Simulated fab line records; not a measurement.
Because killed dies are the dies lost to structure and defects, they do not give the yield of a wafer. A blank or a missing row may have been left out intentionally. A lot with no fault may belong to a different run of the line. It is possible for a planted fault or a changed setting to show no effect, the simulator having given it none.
Which tool is to blame?	flow sky130	11 lots, 33 wafers sampled, at 5 steps of a route of 708

== WHAT THE GAUGES READ, wafer by wafer ==
SKY_GATE_OXIDE_THK_MEAS_02. Usual: GATE_OXIDE_OXIDATION_00_THK 10.26 nm, standard deviation 0.21.
lot	measured	on	GATE_OXIDE_OXIDATION_00_THK (nm)	flag
L638	day 13 05:04	filmMetro-03	10.26 10.19 10.19	
L639	day 13 07:50	filmMetro-04	10.56 10.65 10.30	
L641	day 13 22:40	filmMetro-04	10.22 10.13 10.14	
L644	day 15 04:14	filmMetro-04	10.61 10.47 10.44	
L647	day 16 10:45	filmMetro-04	12.22 12.17 12.40 12.18 12.22 12.30	OFF
L648	day 16 17:34	filmMetro-02	12.48 12.20 12.34 12.48 12.20 12.31	OFF
L655	day 18 18:03	filmMetro-02	10.03 10.08 10.07	
L656	day 19 09:21	filmMetro-02	10.43 10.41 10.22	
L657	day 19 12:33	filmMetro-02	10.22 10.28 10.50	
L658	day 19 22:48	filmMetro-03	10.30 10.27 10.29	
L660	day 20 19:56	filmMetro-03	10.22 10.26 10.10	

SKY_METAL3_CD_MEAS_13: the cd target is 300 nm. Usual: cdNm reads 299.7 nm (standard deviation 1.5).
lot	measured	on	cdNm (nm)	flag
L638	day 39 00:37	cdSem-02	301.7 302.0 301.4	
L639	day 39 01:25	cdSem-02	299.9 299.2 299.8	
L641	day 39 17:16	cdSem-02	302.8 301.1 301.4	
L644	day 40 16:46	cdSem-01	299.9 299.8 300.6	
L647	day 41 22:16	cdSem-02	297.0 297.9 298.9	
L648	day 41 22:55	cdSem-02	300.4 298.6 300.5	
L655	day 43 12:58	cdSem-01	299.1 298.0 298.8	
L656	day 44 01:01	cdSem-01	299.9 300.9 299.6	
L657	day 44 05:31	cdSem-01	299.2 299.3 300.7	
L658	day 44 10:53	cdSem-01	300.6 301.4 300.8	
L660	day 45 03:20	cdSem-02	300.7 299.5 299.8	

== WHAT TOOL EACH LOT RAN ON (gives the tool, then ch and the chambers of the sampled wafers, and finally the start) ==
lot	SKY_GATE_OXIDE_OXIDATION_01	SKY_VIA2_CMP_02	SKY_CAPM_STRIP_14
L638	furnace-01 ch 0, day 13 03:38	cmp-01 ch 0,1,2, day 35 14:37	plasmaAsher-01 ch 0,1, day 37 22:32
L639	furnace-01 ch 0, day 13 06:26	cmp-01 ch 2,3, day 35 18:38	plasmaAsher-04 ch 0, day 38 00:29
L641	furnace-02 ch 0, day 13 21:16	cmp-01 ch 0,1,2, day 36 11:24	plasmaAsher-01 ch 0,1, day 38 15:34
L644	furnace-02 ch 0, day 15 02:50	cmp-02 ch 0,1,2, day 37 11:33	plasmaAsher-04 ch 0,1, day 39 15:40
L647	furnace-02 ch 0, day 16 09:20	cmp-01 ch 2,3, day 38 18:23	plasmaAsher-04 ch 0,1, day 40 21:41
L648	furnace-02 ch 0, day 16 16:10	cmp-01 ch 0,1,2, day 38 19:33	plasmaAsher-04 ch 0,1, day 40 22:56
L655	furnace-01 ch 0, day 18 16:39	cmp-01 ch 1,2,3, day 40 11:08	plasmaAsher-01 ch 0,1, day 42 13:41
L656	furnace-01 ch 0, day 19 07:56	cmp-01 ch 0,2,3, day 41 01:22	plasmaAsher-04 ch 0,1, day 43 01:56
L657	furnace-01 ch 0, day 19 11:09	cmp-01 ch 0,2,3, day 41 05:30	plasmaAsher-01 ch 0,1, day 43 06:41
L658	furnace-01 ch 0, day 19 21:23	cmp-02 ch 1,2, day 41 11:11	plasmaAsher-03 ch 0,1, day 43 11:35
L660	furnace-02 ch 0, day 20 18:32	cmp-02 ch 2,3, day 42 04:28	plasmaAsher-03 ch 0,1, day 44 04:17
- SKY_GATE_OXIDE_OXIDATION_01: stabilise 600 s, purge 300 s, target thk 10.268 nm.
- SKY_VIA2_CMP_02: polishes SiO2.
- SKY_CAPM_STRIP_14: strips in O2/N2.

== AS READ BY THE TOOLS THEMSELVES (means over the sampled wafers that have a number; for cases with no such wafer, the mark the record gives instead) ==
SKY_GATE_OXIDE_OXIDATION_01. Usual: spikeTcBottomC 921.4 C, standard deviation 2.2; spikeTcCentreC 899.6 C, standard deviation 1.6; spikeTcLowerC 901.2 C, standard deviation 1.2; spikeTcTopC 907.6 C, standard deviation 2.9; spikeTcUpperC 902.2 C, standard deviation 1.5; tubeCenterTempC 900.01 C, standard deviation 0.09; tube_center_temp_C_max 902.3, standard deviation 0.36; zonePowerCentrePct 19.4 %, standard deviation 0.35.
lot	tool	spikeTcBottomC (C)	spikeTcCentreC (C)	spikeTcLowerC (C)	spikeTcTopC (C)	spikeTcUpperC (C)	tubeCenterTempC (C)	tube_center_temp_C_max	zonePowerCentrePct (%)	flag
L638	furnace-01	924.1	900.5	901.6	910.4	903.9	899.92	902.5	19.2	
L639	furnace-01	923.1	900.5	902.7	910.4	902.4	900.13	902.4	19.2	
L641	furnace-02	918.7	897.3	900.1	904.3	900.5	900.01	902.4	19.7	
L644	furnace-02	919.7	897.1	900.9	904.0	900.6	899.97	902.6	19.8	
L647	furnace-02	934.7	912.1	915.9	919.7	915.6	915.15	917.5	20.5	OFF
L648	furnace-02	934.6	913.1	916.1	918.6	915.7	915.17	917.6	20.7	OFF
L655	furnace-01	922.4	901.3	901.9	910.9	902.6	900.04	902.6	19.1	
L656	furnace-01	924.3	901.1	900.8	909.6	903.1	899.88	902.1	19.2	
L657	furnace-01	922.9	900.5	900.9	908.7	903.1	899.96	902.3	19.1	
L658	furnace-01	922.8	900.8	902.3	910.2	903.5	900.00	902.3	19.4	
L660	furnace-02	918.6	897.9	900.7	903.3	900.7	900.03	902.4	20.0	

SKY_VIA2_CMP_02. Usual: headPressurePsi 3.999 psi, standard deviation 0.0083; motorCurrentA 12.8 A, standard deviation 1.2.
lot	tool	headPressurePsi (psi)	motorCurrentA (A)	flag
L638	cmp-01	4.002	12.2	
L639	cmp-01	3.990	13.8	
L641	cmp-01	3.999	12.3	
L644	cmp-02	4.006	12.8	
L647	cmp-01	4.006	13.9	
L648	cmp-01	3.997	12.5	
L655	cmp-01	4.001	13.1	
L656	cmp-01	3.989	13.4	
L657	cmp-01	3.997	13.4	
L658	cmp-02	4.007	12.0	
L660	cmp-02	3.993	11.9	

SKY_CAPM_STRIP_14. Usual: drypumpMotorCurrentA 5.8 A, standard deviation 0.63; o2FlowSccm 3000 sccm, standard deviation 9.3; oesProductAu 0.710 a.u., standard deviation 0.0045; stripTimeToEndpointS 12.63 s, standard deviation 0.042.
lot	tool	drypumpMotorCurrentA (A)	o2FlowSccm (sccm)	oesProductAu (a.u.)	stripTimeToEndpointS (s)	flag
L638	plasmaAsher-01	5.3	2995	0.709	12.63	
L639	plasmaAsher-04	6.7	2992	0.708	12.60	
L641	plasmaAsher-01	5.3	2997	0.712	12.64	
L644	plasmaAsher-04	6.3	3005	0.711	12.62	
L647	plasmaAsher-04	6.3	3007	0.712	12.71	
L648	plasmaAsher-04	6.3	2994	0.708	12.64	
L655	plasmaAsher-01	5.3	3009	0.716	12.65	
L656	plasmaAsher-04	6.3	2997	0.707	12.62	
L657	plasmaAsher-01	5.1	3008	0.710	12.65	
L658	plasmaAsher-03	5.4	3016	0.712	12.65	
L660	plasmaAsher-03	5.2	2985	0.709	12.62	

== THE ANSWER, worked out from the rows above alone ==
Rule: lot off if the mean of its wafers having a number is beyond 3 standard deviations from the usual mean. Also off: a lot with no number at a reading for which 4 or more lots have one. All remaining lots with rows at the step are treated as sound. First the gauges in route order, then the tools' own readings, where a lot's mean is used as printed above. The first step at which some lot is off is used, and at that step the reading that is off furthest; a lot without a number counts as furthest.
Off: L647, L648, at SKY_GATE_OXIDE_THK_MEAS_02 (GATE_OXIDE_OXIDATION_00_THK).
A tool fits if, at a process step before that reading, it ran every lot that is off, and no sound lot after the first of them. The gauges at SKY_GATE_OXIDE_THK_MEAS_02 aren't tried: what is off there is off at SKY_GATE_OXIDE_OXIDATION_01 too, on other tools, and a gauge's error can't cause that. No candidate that was tried fits.

== WHAT HAD BEEN PUT IN BY THE SIMULATOR ==
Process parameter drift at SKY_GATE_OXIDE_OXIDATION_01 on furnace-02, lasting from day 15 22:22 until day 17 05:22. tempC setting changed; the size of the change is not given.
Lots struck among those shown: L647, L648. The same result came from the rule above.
